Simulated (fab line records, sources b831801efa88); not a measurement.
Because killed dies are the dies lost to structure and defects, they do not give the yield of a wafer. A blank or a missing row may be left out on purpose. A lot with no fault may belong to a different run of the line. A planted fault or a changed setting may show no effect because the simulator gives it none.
fab line records || flow sky130
record: {"lots": 6, "wafers": 18, "last-day": 49}
route steps=708 shown LDD_P@257 LDD_HVN@267
lots with no fault: from the same line, run without faults
start-h: the number of hours between the record's first day and the start of the first shown wafer of the lot || wait-h: how many hours have passed since the lot's step before this one || " same as the row above || L1.1+2: a single row standing in for several wafers || - value missing, or start not given || * or withheld: withheld || < > ~ a bound
route shown NAME@n: NAME is a module with steps in the file, n the number in the route of the first one || usual: the fault-free wafers' mean and standard deviation || same: alike in all rows || chamber/n: place in a boat || sites: the reading at each site || _std_site: the values' standard deviation || _edge_site: the outer-site mean with the inner-site mean subtracted || radius-mm: how far each site lies from the wafer's centre || mask NAME#n: copy n || behind: tool/chamber where the wafer was last shaped || hold: reason for holding the lot/hours on hold/outcome of the hold || device: which transistor (n, p or np) failed to switch || end of line: the same wafers' tests at the end of the route || for a step that has no rows: nothing shown but its recipe || killed: dies that structure and defects cost at the first sort, which is not the same as the wafer's yield || map: per-die view of a wafer (x killed, . not killed, _ where there is no die)
set.NAME: the run value of the setting; set.NAME@STEP: its run value at that earlier step || model.NAME: the simulator's own value behind a step, which no gauge read
lots at some steps of the route; a table a step, a row a wafer
services: a tool's chamber out of use, with start hour (start-h, from the record's first day; less than 0 if before it), hours out, and reason
== steps ==
step: SKY_LDD_P_COAT_02
recipe: {"resist": "NOVOLAK", "spin-rpm": 3000, "resist-thk-nm": 1140}
step: SKY_LDD_P_SOFTBAKE_03
recipe: {"temp-c": 90, "time-s": 60, "resist": "NOVOLAK"}
step: SKY_LDD_P_EXPOSE_04
recipe: {"mask-id": "PSDM", "na": 0.6, "source-shape": "conventional", "sigma-outer": 0.6, "polarization": "unpolarized", "target-cd-nm": 380, "dose-mj": 138}
step: SKY_LDD_P_PEB_05
recipe: {"temp-c": "withheld", "time-s": "*", "resist": "NOVOLAK"}
step: SKY_LDD_P_DEVELOP_06
recipe: {"resist": "NOVOLAK", "developer": "TMAH", "develop-time-s": 60, "dev-temp-c": 23}
step: SKY_LDD_P_CD_MEAS_07
recipe: {"target-cd-nm": 380}
usual: {"cd-nm": "380.1/3"}
{"lot.wafer": "L596.1", "tool": "cd-sem-01", "chamber": "-", "start-h": 452.50, "wait-h": 0.1, "cd-nm": 381.4}
{"lot.wafer": "L596.2", "tool": "cd-sem-01", "chamber": "-", "start-h": 452.50, "wait-h": 0.1, "cd-nm": 384.5}
{"lot.wafer": "L596.4", "tool": "cd-sem-01", "chamber": "-", "start-h": 452.50, "wait-h": 0.1, "cd-nm": 382.1}
{"lot.wafer": "L604.2", "tool": "cd-sem-01", "chamber": "-", "start-h": 516.07, "wait-h": 0.1, "cd-nm": 374.7}
{"lot.wafer": "L604.4", "tool": "cd-sem-01", "chamber": "-", "start-h": 516.07, "wait-h": 0.1, "cd-nm": 379.3}
{"lot.wafer": "L604.5", "tool": "cd-sem-01", "chamber": "-", "start-h": 516.07, "wait-h": 0.1, "cd-nm": 380.2}
{"lot.wafer": "L605.1", "tool": "cd-sem-01", "chamber": "-", "start-h": 522.87, "wait-h": 0.1, "cd-nm": 383.9}
{"lot.wafer": "L605.2", "tool": "cd-sem-01", "chamber": "-", "start-h": 522.87, "wait-h": 0.1, "cd-nm": 383.9}
{"lot.wafer": "L605.3", "tool": "cd-sem-01", "chamber": "-", "start-h": 522.87, "wait-h": 0.1, "cd-nm": 382.7}
{"lot.wafer": "L609.2", "tool": "cd-sem-02", "chamber": "-", "start-h": 567.64, "wait-h": 0.1, "cd-nm": 375.8}
{"lot.wafer": "L609.5", "tool": "cd-sem-02", "chamber": "-", "start-h": 567.64, "wait-h": 0.1, "cd-nm": 376.5}
{"lot.wafer": "L609.6", "tool": "cd-sem-02", "chamber": "-", "start-h": 567.64, "wait-h": 0.1, "cd-nm": 378.8}
{"lot.wafer": "L611.2", "tool": "cd-sem-02", "chamber": "-", "start-h": 582.96, "wait-h": 0.1, "cd-nm": 385.8}
{"lot.wafer": "L611.3", "tool": "cd-sem-02", "chamber": "-", "start-h": 582.96, "wait-h": 0.1, "cd-nm": 384.0}
{"lot.wafer": "L611.5", "tool": "cd-sem-02", "chamber": "-", "start-h": 582.96, "wait-h": 0.1, "cd-nm": 384.8}
{"lot.wafer": "L613.2", "tool": "cd-sem-01", "chamber": "-", "start-h": 592.42, "wait-h": 0.1, "cd-nm": 381.1}
{"lot.wafer": "L613.4", "tool": "cd-sem-01", "chamber": "-", "start-h": 592.42, "wait-h": 0.1, "cd-nm": 379.4}
{"lot.wafer": "L613.6", "tool": "cd-sem-01", "chamber": "-", "start-h": 592.42, "wait-h": 0.1, "cd-nm": 378.9}
step: SKY_LDD_P_OVL_MEAS_08
usual: {"LDD_P_OVL": "-0.1/1.3"}
{"lot.wafer": "L596.1", "tool": "overlay-01", "chamber": "-", "start-h": 452.62, "wait-h": 0.1, "LDD_P_OVL[nm]": 0.5}
{"lot.wafer": "L596.2", "tool": "overlay-01", "chamber": "-", "start-h": 452.62, "wait-h": 0.1, "LDD_P_OVL[nm]": 1.2}
{"lot.wafer": "L596.4", "tool": "overlay-01", "chamber": "-", "start-h": 452.62, "wait-h": 0.1, "LDD_P_OVL[nm]": -0.5}
{"lot.wafer": "L604.2", "tool": "overlay-02", "chamber": "-", "start-h": 516.18, "wait-h": 0.1, "LDD_P_OVL[nm]": -2.4}
{"lot.wafer": "L604.4", "tool": "overlay-02", "chamber": "-", "start-h": 516.18, "wait-h": 0.1, "LDD_P_OVL[nm]": -1.4}
{"lot.wafer": "L604.5", "tool": "overlay-02", "chamber": "-", "start-h": 516.18, "wait-h": 0.1, "LDD_P_OVL[nm]": 0.1}
{"lot.wafer": "L605.1", "tool": "overlay-01", "chamber": "-", "start-h": 522.99, "wait-h": 0.1, "LDD_P_OVL[nm]": 1.3}
{"lot.wafer": "L605.2", "tool": "overlay-01", "chamber": "-", "start-h": 522.99, "wait-h": 0.1, "LDD_P_OVL[nm]": 0.6}
{"lot.wafer": "L605.3", "tool": "overlay-01", "chamber": "-", "start-h": 522.99, "wait-h": 0.1, "LDD_P_OVL[nm]": -0.9}
{"lot.wafer": "L609.2", "tool": "overlay-01", "chamber": "-", "start-h": 567.75, "wait-h": 0.1, "LDD_P_OVL[nm]": 1.0}
{"lot.wafer": "L609.5", "tool": "overlay-01", "chamber": "-", "start-h": 567.75, "wait-h": 0.1, "LDD_P_OVL[nm]": 0.9}
{"lot.wafer": "L609.6", "tool": "overlay-01", "chamber": "-", "start-h": 567.75, "wait-h": 0.1, "LDD_P_OVL[nm]": 3.0}
{"lot.wafer": "L611.2", "tool": "overlay-02", "chamber": "-", "start-h": 583.07, "wait-h": 0.1, "LDD_P_OVL[nm]": 2.4}
{"lot.wafer": "L611.3", "tool": "overlay-02", "chamber": "-", "start-h": 583.07, "wait-h": 0.1, "LDD_P_OVL[nm]": -0.6}
{"lot.wafer": "L611.5", "tool": "overlay-02", "chamber": "-", "start-h": 583.07, "wait-h": 0.1, "LDD_P_OVL[nm]": 0.4}
{"lot.wafer": "L613.2", "tool": "overlay-02", "chamber": "-", "start-h": 592.53, "wait-h": 0.1, "LDD_P_OVL[nm]": 0.4}
{"lot.wafer": "L613.4", "tool": "overlay-02", "chamber": "-", "start-h": 592.53, "wait-h": 0.1, "LDD_P_OVL[nm]": 2.3}
{"lot.wafer": "L613.6", "tool": "overlay-02", "chamber": "-", "start-h": 592.53, "wait-h": 0.1, "LDD_P_OVL[nm]": 1.4}
step: SKY_LDD_P_IMPLANT_09
recipe: {"species": "BF2", "energy-kev": 25, "dose-cm2": 1e+13, "tilt-deg": "withheld"}
step: SKY_LDD_P_STRIP_10
recipe: {"chemistry": "O2/N2", "power-w": 1400, "pressure-mtorr": 1500, "platen-temp-c": "withheld", "o2-flow-sccm": 3000, "n2-flow-sccm": 300, "overash-fraction": 0.5}
usual: {"drypump-motor-current-A": "5.9/0.66", "oes-product-au": "0.715/0.0044", "strip-time-to-endpoint-s": "14.19/0.04"}
{"lot.wafer": "L596.1", "tool": "plasma-asher-02", "chamber": 1, "start-h": 452.81, "wait-h": 0.1, "drypump-motor-current-A": 4.9, "oes-product-au": 0.710, "rf-hours-counter-h": 32, "strip-time-to-endpoint-s": 14.19}
{"lot.wafer": "L596.2", "tool": "plasma-asher-02", "chamber": 0, "start-h": 452.81, "wait-h": 0.1, "drypump-motor-current-A": 6.6, "oes-product-au": 0.710, "rf-hours-counter-h": 32, "strip-time-to-endpoint-s": 14.20}
{"lot.wafer": "L596.4", "tool": "plasma-asher-02", "chamber": 1, "start-h": 452.81, "wait-h": 0.1, "drypump-motor-current-A": 4.9, "oes-product-au": 0.710, "rf-hours-counter-h": "-", "strip-time-to-endpoint-s": 14.19}
{"lot.wafer": "L604.2", "tool": "plasma-asher-02", "chamber": 1, "start-h": 516.36, "wait-h": 0.1, "drypump-motor-current-A": 4.8, "oes-product-au": 0.718, "rf-hours-counter-h": 39, "strip-time-to-endpoint-s": 14.25}
{"lot.wafer": "L604.4", "tool": "plasma-asher-02", "chamber": 0, "start-h": 516.36, "wait-h": 0.1, "drypump-motor-current-A": 6.6, "oes-product-au": 0.710, "rf-hours-counter-h": "-", "strip-time-to-endpoint-s": 14.20}
{"lot.wafer": "L604.5", "tool": "plasma-asher-02", "chamber": 1, "start-h": 516.36, "wait-h": 0.1, "drypump-motor-current-A": 4.9, "oes-product-au": 0.725, "rf-hours-counter-h": "-", "strip-time-to-endpoint-s": 14.14}
{"lot.wafer": "L605.1", "tool": "plasma-asher-03", "chamber": 1, "start-h": 523.18, "wait-h": 0.1, "drypump-motor-current-A": 6.3, "oes-product-au": 0.713, "rf-hours-counter-h": 72, "strip-time-to-endpoint-s": 14.19}
{"lot.wafer": "L605.2", "tool": "plasma-asher-03", "chamber": 0, "start-h": 523.18, "wait-h": 0.1, "drypump-motor-current-A": 6.1, "oes-product-au": 0.718, "rf-hours-counter-h": 72, "strip-time-to-endpoint-s": 14.16}
{"lot.wafer": "L605.3", "tool": "plasma-asher-03", "chamber": 0, "start-h": 523.18, "wait-h": 0.1, "drypump-motor-current-A": 6.1, "oes-product-au": 0.714, "rf-hours-counter-h": "-", "strip-time-to-endpoint-s": 14.18}
{"lot.wafer": "L609.2", "tool": "plasma-asher-02", "chamber": 1, "start-h": 567.93, "wait-h": 0.1, "drypump-motor-current-A": 4.9, "oes-product-au": 0.708, "rf-hours-counter-h": 44, "strip-time-to-endpoint-s": 14.26}
{"lot.wafer": "L609.5", "tool": "plasma-asher-02", "chamber": 1, "start-h": 567.93, "wait-h": 0.1, "drypump-motor-current-A": 4.9, "oes-product-au": 0.718, "rf-hours-counter-h": "-", "strip-time-to-endpoint-s": 14.21}
{"lot.wafer": "L609.6", "tool": "plasma-asher-02", "chamber": 0, "start-h": 567.93, "wait-h": 0.1, "drypump-motor-current-A": 6.6, "oes-product-au": 0.709, "rf-hours-counter-h": "-", "strip-time-to-endpoint-s": 14.25}
{"lot.wafer": "L611.2", "tool": "plasma-asher-02", "chamber": 1, "start-h": 583.25, "wait-h": 0.1, "drypump-motor-current-A": 4.9, "oes-product-au": 0.713, "rf-hours-counter-h": 45, "strip-time-to-endpoint-s": 14.14}
{"lot.wafer": "L611.3", "tool": "plasma-asher-02", "chamber": 1, "start-h": 583.25, "wait-h": 0.1, "drypump-motor-current-A": 4.9, "oes-product-au": 0.717, "rf-hours-counter-h": "-", "strip-time-to-endpoint-s": 14.20}
{"lot.wafer": "L611.5", "tool": "plasma-asher-02", "chamber": 1, "start-h": 583.25, "wait-h": 0.1, "drypump-motor-current-A": 4.8, "oes-product-au": 0.713, "rf-hours-counter-h": "-", "strip-time-to-endpoint-s": 14.17}
{"lot.wafer": "L613.2", "tool": "plasma-asher-03", "chamber": 1, "start-h": 592.71, "wait-h": 0.1, "drypump-motor-current-A": 6.3, "oes-product-au": 0.720, "rf-hours-counter-h": 79, "strip-time-to-endpoint-s": 14.19}
{"lot.wafer": "L613.4", "tool": "plasma-asher-03", "chamber": 1, "start-h": 592.71, "wait-h": 0.1, "drypump-motor-current-A": 6.3, "oes-product-au": 0.714, "rf-hours-counter-h": "-", "strip-time-to-endpoint-s": 14.19}
{"lot.wafer": "L613.6", "tool": "plasma-asher-03", "chamber": 0, "start-h": 592.71, "wait-h": 0.1, "drypump-motor-current-A": 6.1, "oes-product-au": 0.715, "rf-hours-counter-h": "-", "strip-time-to-endpoint-s": 14.16}
step: SKY_LDD_P_TW_MEAS_11
usual: {"LDD_P_TW": "643/5.2"}
{"lot.wafer": "L596.1", "tool": "film-metro-02", "chamber": "-", "start-h": 452.91, "wait-h": 0.1, "LDD_P_TW": 650}
{"lot.wafer": "L596.2", "tool": "film-metro-02", "chamber": "-", "start-h": 452.91, "wait-h": 0.1, "LDD_P_TW": 648}
{"lot.wafer": "L596.4", "tool": "film-metro-02", "chamber": "-", "start-h": 452.91, "wait-h": 0.1, "LDD_P_TW": 643}
{"lot.wafer": "L604.2", "tool": "film-metro-02", "chamber": "-", "start-h": 516.47, "wait-h": 0.1, "LDD_P_TW": 647}
{"lot.wafer": "L604.4", "tool": "film-metro-02", "chamber": "-", "start-h": 516.47, "wait-h": 0.1, "LDD_P_TW": 644}
{"lot.wafer": "L604.5", "tool": "film-metro-02", "chamber": "-", "start-h": 516.47, "wait-h": 0.1, "LDD_P_TW": 645}
{"lot.wafer": "L605.1", "tool": "film-metro-03", "chamber": "-", "start-h": 523.28, "wait-h": 0.1, "LDD_P_TW": 641}
{"lot.wafer": "L605.2", "tool": "film-metro-03", "chamber": "-", "start-h": 523.28, "wait-h": 0.1, "LDD_P_TW": 639}
{"lot.wafer": "L605.3", "tool": "film-metro-03", "chamber": "-", "start-h": 523.28, "wait-h": 0.1, "LDD_P_TW": 642}
{"lot.wafer": "L609.2", "tool": "film-metro-03", "chamber": "-", "start-h": 568.04, "wait-h": 0.1, "LDD_P_TW": 641}
{"lot.wafer": "L609.5", "tool": "film-metro-03", "chamber": "-", "start-h": 568.04, "wait-h": 0.1, "LDD_P_TW": 638}
{"lot.wafer": "L609.6", "tool": "film-metro-03", "chamber": "-", "start-h": 568.04, "wait-h": 0.1, "LDD_P_TW": 642}
{"lot.wafer": "L611.2", "tool": "film-metro-02", "chamber": "-", "start-h": 583.36, "wait-h": 0.1, "LDD_P_TW": 647}
{"lot.wafer": "L611.3", "tool": "film-metro-02", "chamber": "-", "start-h": 583.36, "wait-h": 0.1, "LDD_P_TW": 647}
{"lot.wafer": "L611.5", "tool": "film-metro-02", "chamber": "-", "start-h": 583.36, "wait-h": 0.1, "LDD_P_TW": 646}
{"lot.wafer": "L613.2", "tool": "film-metro-02", "chamber": "-", "start-h": 592.82, "wait-h": 0.1, "LDD_P_TW": 648}
{"lot.wafer": "L613.4", "tool": "film-metro-02", "chamber": "-", "start-h": 592.82, "wait-h": 0.1, "LDD_P_TW": 650}
{"lot.wafer": "L613.6", "tool": "film-metro-02", "chamber": "-", "start-h": 592.82, "wait-h": 0.1, "LDD_P_TW": 652}
step: SKY_LDD_HVN_DEHYDRATE_00
recipe: {"temp-c": 200, "time-s": 60}
step: SKY_LDD_HVN_HMDS_01
recipe: {"prime-time-s": 60, "prime-temp-c": 120}
step: SKY_LDD_HVN_COAT_02
recipe: {"resist": "NOVOLAK", "spin-rpm": 3000, "resist-thk-nm": 300}
usual: {"chill-plate-temp-C": "23.02/0.096", "spin-speed-rpm": "3000.1/2.2"}
{"lot.wafer": "L596.1", "tool": "litho-track-02", "chamber": 0, "start-h": 468.26, "wait-h": 0.1, "chill-plate-temp-C": 22.95, "spin-speed-rpm": 2997.7, "model.NOVOLAK_of_LDD_HVN_COAT_02.thk-nm": 300.6}
{"lot.wafer": "L596.2", "tool": "litho-track-02", "chamber": 0, "start-h": 468.26, "wait-h": 0.1, "chill-plate-temp-C": 22.85, "spin-speed-rpm": 2998.3, "model.NOVOLAK_of_LDD_HVN_COAT_02.thk-nm": 301.3}
{"lot.wafer": "L596.4", "tool": "litho-track-02", "chamber": 0, "start-h": 468.26, "wait-h": 0.1, "chill-plate-temp-C": 22.81, "spin-speed-rpm": 3000.6, "model.NOVOLAK_of_LDD_HVN_COAT_02.thk-nm": 301.3}
{"lot.wafer": "L604.2", "tool": "litho-track-02", "chamber": 0, "start-h": 532.08, "wait-h": 0.1, "chill-plate-temp-C": 22.99, "spin-speed-rpm": 3063.1, "model.NOVOLAK_of_LDD_HVN_COAT_02.thk-nm": 298}
{"lot.wafer": "L604.4", "tool": "litho-track-02", "chamber": 0, "start-h": 532.08, "wait-h": 0.1, "chill-plate-temp-C": 22.98, "spin-speed-rpm": 3061.6, "model.NOVOLAK_of_LDD_HVN_COAT_02.thk-nm": 296.9}
{"lot.wafer": "L604.5", "tool": "litho-track-02", "chamber": 0, "start-h": 532.08, "wait-h": 0.1, "chill-plate-temp-C": 22.96, "spin-speed-rpm": 3059.1, "model.NOVOLAK_of_LDD_HVN_COAT_02.thk-nm": 297.5}
{"lot.wafer": "L605.1", "tool": "litho-track-02", "chamber": 0, "start-h": 537.81, "wait-h": 0.1, "chill-plate-temp-C": 23.26, "spin-speed-rpm": 3062.4, "model.NOVOLAK_of_LDD_HVN_COAT_02.thk-nm": 297.7}
{"lot.wafer": "L605.2", "tool": "litho-track-02", "chamber": 0, "start-h": 537.81, "wait-h": 0.1, "chill-plate-temp-C": 23.10, "spin-speed-rpm": 3060.9, "model.NOVOLAK_of_LDD_HVN_COAT_02.thk-nm": 297.8}
{"lot.wafer": "L605.3", "tool": "litho-track-02", "chamber": 0, "start-h": 537.81, "wait-h": 0.1, "chill-plate-temp-C": 23.01, "spin-speed-rpm": 3061.0, "model.NOVOLAK_of_LDD_HVN_COAT_02.thk-nm": 297.2}
{"lot.wafer": "L609.2", "tool": "litho-track-03", "chamber": 0, "start-h": 582.37, "wait-h": 0.1, "chill-plate-temp-C": 23.02, "spin-speed-rpm": 3000.2, "model.NOVOLAK_of_LDD_HVN_COAT_02.thk-nm": 299.6}
{"lot.wafer": "L609.5", "tool": "litho-track-03", "chamber": 0, "start-h": 582.37, "wait-h": 0.1, "chill-plate-temp-C": 23.02, "spin-speed-rpm": 2999.6, "model.NOVOLAK_of_LDD_HVN_COAT_02.thk-nm": 300.1}
{"lot.wafer": "L609.6", "tool": "litho-track-03", "chamber": 0, "start-h": 582.37, "wait-h": 0.1, "chill-plate-temp-C": 22.80, "spin-speed-rpm": 3000.1, "model.NOVOLAK_of_LDD_HVN_COAT_02.thk-nm": 298.8}
{"lot.wafer": "L611.2", "tool": "litho-track-04", "chamber": 0, "start-h": 597.68, "wait-h": 0.1, "chill-plate-temp-C": 22.93, "spin-speed-rpm": 2996.9, "model.NOVOLAK_of_LDD_HVN_COAT_02.thk-nm": 301.4}
{"lot.wafer": "L611.3", "tool": "litho-track-04", "chamber": 0, "start-h": 597.68, "wait-h": 0.1, "chill-plate-temp-C": 23.13, "spin-speed-rpm": 2998.4, "model.NOVOLAK_of_LDD_HVN_COAT_02.thk-nm": 301.3}
{"lot.wafer": "L611.5", "tool": "litho-track-04", "chamber": 0, "start-h": 597.68, "wait-h": 0.1, "chill-plate-temp-C": 23.06, "spin-speed-rpm": 2999.4, "model.NOVOLAK_of_LDD_HVN_COAT_02.thk-nm": 301.5}
{"lot.wafer": "L613.2", "tool": "litho-track-02", "chamber": 0, "start-h": 607.13, "wait-h": 0.1, "chill-plate-temp-C": 23.12, "spin-speed-rpm": 3001.6, "model.NOVOLAK_of_LDD_HVN_COAT_02.thk-nm": 299.7}
{"lot.wafer": "L613.4", "tool": "litho-track-02", "chamber": 0, "start-h": 607.13, "wait-h": 0.1, "chill-plate-temp-C": 23.07, "spin-speed-rpm": 2997.2, "model.NOVOLAK_of_LDD_HVN_COAT_02.thk-nm": 299.5}
{"lot.wafer": "L613.6", "tool": "litho-track-02", "chamber": 0, "start-h": 607.13, "wait-h": 0.1, "chill-plate-temp-C": 22.94, "spin-speed-rpm": 3003.0, "model.NOVOLAK_of_LDD_HVN_COAT_02.thk-nm": 299.9}
step: SKY_LDD_HVN_SOFTBAKE_03
recipe: {"temp-c": 90, "time-s": 60, "resist": "NOVOLAK"}
step: SKY_LDD_HVN_EXPOSE_04
recipe: {"mask-id": "HVNTM", "na": 0.6, "source-shape": "conventional", "sigma-outer": 0.6, "polarization": "unpolarized", "target-cd-nm": 700, "dose-mj": 127}
step: SKY_LDD_HVN_PEB_05
recipe: {"temp-c": "withheld", "time-s": "*", "resist": "NOVOLAK"}
step: SKY_LDD_HVN_DEVELOP_06
recipe: {"resist": "NOVOLAK", "developer": "TMAH", "develop-time-s": 60, "dev-temp-c": 23}
usual: {"chill-plate-temp-C": "23.00/0.095"}
{"lot.wafer": "L596.1", "tool": "litho-track-03", "chamber": 0, "start-h": 483.29, "wait-h": 0.1, "chill-plate-temp-C": 23.01, "model.NOVOLAK_of_LDD_HVN_COAT_02.thk-nm": 300.2}
{"lot.wafer": "L596.2", "tool": "litho-track-03", "chamber": 0, "start-h": 483.29, "wait-h": 0.1, "chill-plate-temp-C": 22.94, "model.NOVOLAK_of_LDD_HVN_COAT_02.thk-nm": 300.9}
{"lot.wafer": "L596.4", "tool": "litho-track-03", "chamber": 0, "start-h": 483.29, "wait-h": 0.1, "chill-plate-temp-C": 22.91, "model.NOVOLAK_of_LDD_HVN_COAT_02.thk-nm": 300.9}
{"lot.wafer": "L604.2", "tool": "litho-track-03", "chamber": 0, "start-h": 546.87, "wait-h": 0.1, "chill-plate-temp-C": 23.01, "model.NOVOLAK_of_LDD_HVN_COAT_02.thk-nm": 297.5}
{"lot.wafer": "L604.4", "tool": "litho-track-03", "chamber": 0, "start-h": 546.87, "wait-h": 0.1, "chill-plate-temp-C": 22.91, "model.NOVOLAK_of_LDD_HVN_COAT_02.thk-nm": 296.5}
{"lot.wafer": "L604.5", "tool": "litho-track-03", "chamber": 0, "start-h": 546.87, "wait-h": 0.1, "chill-plate-temp-C": 23.05, "model.NOVOLAK_of_LDD_HVN_COAT_02.thk-nm": 297.1}
{"lot.wafer": "L605.1", "tool": "litho-track-03", "chamber": 0, "start-h": 552.14, "wait-h": 0.1, "chill-plate-temp-C": 22.86, "model.NOVOLAK_of_LDD_HVN_COAT_02.thk-nm": 297.2}
{"lot.wafer": "L605.2", "tool": "litho-track-03", "chamber": 0, "start-h": 552.14, "wait-h": 0.1, "chill-plate-temp-C": 22.93, "model.NOVOLAK_of_LDD_HVN_COAT_02.thk-nm": 297.4}
{"lot.wafer": "L605.3", "tool": "litho-track-03", "chamber": 0, "start-h": 552.14, "wait-h": 0.1, "chill-plate-temp-C": 22.92, "model.NOVOLAK_of_LDD_HVN_COAT_02.thk-nm": 296.8}
{"lot.wafer": "L609.2", "tool": "litho-track-02", "chamber": 0, "start-h": 596.73, "wait-h": 0.1, "chill-plate-temp-C": 22.94, "model.NOVOLAK_of_LDD_HVN_COAT_02.thk-nm": 299.2}
{"lot.wafer": "L609.5", "tool": "litho-track-02", "chamber": 0, "start-h": 596.73, "wait-h": 0.1, "chill-plate-temp-C": 23.05, "model.NOVOLAK_of_LDD_HVN_COAT_02.thk-nm": 299.7}
{"lot.wafer": "L609.6", "tool": "litho-track-02", "chamber": 0, "start-h": 596.73, "wait-h": 0.1, "chill-plate-temp-C": 22.93, "model.NOVOLAK_of_LDD_HVN_COAT_02.thk-nm": 298.4}
{"lot.wafer": "L611.2", "tool": "litho-track-04", "chamber": 0, "start-h": 612.03, "wait-h": 0.1, "chill-plate-temp-C": 22.87, "model.NOVOLAK_of_LDD_HVN_COAT_02.thk-nm": 301}
{"lot.wafer": "L611.3", "tool": "litho-track-04", "chamber": 0, "start-h": 612.03, "wait-h": 0.1, "chill-plate-temp-C": 22.97, "model.NOVOLAK_of_LDD_HVN_COAT_02.thk-nm": 300.9}
{"lot.wafer": "L611.5", "tool": "litho-track-04", "chamber": 0, "start-h": 612.03, "wait-h": 0.1, "chill-plate-temp-C": 23.01, "model.NOVOLAK_of_LDD_HVN_COAT_02.thk-nm": 301.1}
{"lot.wafer": "L613.2", "tool": "litho-track-03", "chamber": 0, "start-h": 621.37, "wait-h": 0.1, "chill-plate-temp-C": 23.05, "model.NOVOLAK_of_LDD_HVN_COAT_02.thk-nm": 299.3}
{"lot.wafer": "L613.4", "tool": "litho-track-03", "chamber": 0, "start-h": 621.37, "wait-h": 0.1, "chill-plate-temp-C": 23.08, "model.NOVOLAK_of_LDD_HVN_COAT_02.thk-nm": 299.1}
{"lot.wafer": "L613.6", "tool": "litho-track-03", "chamber": 0, "start-h": 621.37, "wait-h": 0.1, "chill-plate-temp-C": 22.94, "model.NOVOLAK_of_LDD_HVN_COAT_02.thk-nm": 299.5}
step: SKY_LDD_HVN_OVL_MEAS_07
usual: {"LDD_HVN_OVL": "0.3/1.1"}
{"lot.wafer": "L596.1", "tool": "overlay-02", "chamber": "-", "start-h": 483.44, "wait-h": 0.1, "LDD_HVN_OVL[nm]": -1.2}
{"lot.wafer": "L596.2", "tool": "overlay-02", "chamber": "-", "start-h": 483.44, "wait-h": 0.1, "LDD_HVN_OVL[nm]": -1.2}
{"lot.wafer": "L596.4", "tool": "overlay-02", "chamber": "-", "start-h": 483.44, "wait-h": 0.1, "LDD_HVN_OVL[nm]": -1.4}
{"lot.wafer": "L604.2", "tool": "overlay-02", "chamber": "-", "start-h": 547.00, "wait-h": 0.1, "LDD_HVN_OVL[nm]": 0.7}
{"lot.wafer": "L604.4", "tool": "overlay-02", "chamber": "-", "start-h": 547.00, "wait-h": 0.1, "LDD_HVN_OVL[nm]": -0.1}
{"lot.wafer": "L604.5", "tool": "overlay-02", "chamber": "-", "start-h": 547.00, "wait-h": 0.1, "LDD_HVN_OVL[nm]": 1.1}
{"lot.wafer": "L605.1", "tool": "overlay-01", "chamber": "-", "start-h": 552.29, "wait-h": 0.1, "LDD_HVN_OVL[nm]": 1.3}
{"lot.wafer": "L605.2", "tool": "overlay-01", "chamber": "-", "start-h": 552.29, "wait-h": 0.1, "LDD_HVN_OVL[nm]": 0.0}
{"lot.wafer": "L605.3", "tool": "overlay-01", "chamber": "-", "start-h": 552.29, "wait-h": 0.1, "LDD_HVN_OVL[nm]": 1.2}
{"lot.wafer": "L609.2", "tool": "overlay-02", "chamber": "-", "start-h": 596.86, "wait-h": 0.1, "LDD_HVN_OVL[nm]": 2.2}
{"lot.wafer": "L609.5", "tool": "overlay-02", "chamber": "-", "start-h": 596.86, "wait-h": 0.1, "LDD_HVN_OVL[nm]": 2.7}
{"lot.wafer": "L609.6", "tool": "overlay-02", "chamber": "-", "start-h": 596.86, "wait-h": 0.1, "LDD_HVN_OVL[nm]": 1.8}
{"lot.wafer": "L611.2", "tool": "overlay-01", "chamber": "-", "start-h": 612.16, "wait-h": 0.1, "LDD_HVN_OVL[nm]": -0.7}
{"lot.wafer": "L611.3", "tool": "overlay-01", "chamber": "-", "start-h": 612.16, "wait-h": 0.1, "LDD_HVN_OVL[nm]": -1.2}
{"lot.wafer": "L611.5", "tool": "overlay-01", "chamber": "-", "start-h": 612.16, "wait-h": 0.1, "LDD_HVN_OVL[nm]": -1.2}
{"lot.wafer": "L613.2", "tool": "overlay-01", "chamber": "-", "start-h": 621.50, "wait-h": 0.1, "LDD_HVN_OVL[nm]": 2.3}
{"lot.wafer": "L613.4", "tool": "overlay-01", "chamber": "-", "start-h": 621.50, "wait-h": 0.1, "LDD_HVN_OVL[nm]": 0.5}
{"lot.wafer": "L613.6", "tool": "overlay-01", "chamber": "-", "start-h": 621.50, "wait-h": 0.1, "LDD_HVN_OVL[nm]": 0.6}
== services ==
{"tool": "plasma-asher-02", "chamber": "-", "start-h": 604.89, "hours": 8.3, "kind": "repair"}
{"tool": "plasma-asher-03", "chamber": "-", "start-h": 616.61, "hours": 0.9, "kind": "repair"}
== key ==
first-sign: {"step": "SKY_LDD_HVN_COAT_02", "reading": "spin-speed-rpm", "direction": "up", "sigmas": 27, "usual": 3000.1, "struck": 3061.3}
effect none on later readings
model-effect: {"step": "SKY_LDD_HVN_COAT_02", "value": "NOVOLAK_of_LDD_HVN_COAT_02.thk-nm", "without": 300.5, "struck": 297.5}
model-effect: {"step": "SKY_LDD_HVN_DEVELOP_06", "value": "NOVOLAK_of_LDD_HVN_COAT_02.thk-nm", "without": 300.1, "struck": 297.1}
met-at SKY_LDD_HVN_COAT_02
struck-wafers L604.2,L604.4,L604.5,L605.1,L605.2,L605.3
tester-left-out L604,L605
onset-between 468.26 532.08
fault: {"kind": "process-parameter-drift", "tool": "litho-track-02", "chamber": "-", "onset-h": 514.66, "steps": "SKY_LDD_HVN_COAT_02", "channel": "spin-rpm", "offset": 60.59, "shape": "step", "end-h": 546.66, "acts-in": "these-recipes-only", "stated": 3000}
tester-left-out: of these lots the tester's yield and bins aren't shown, on N5 and GAA mostly nor the transistor test; their killed dies are dies lost to structure and defects alone, not to doping, threshold or leakage, so they don't give the yield
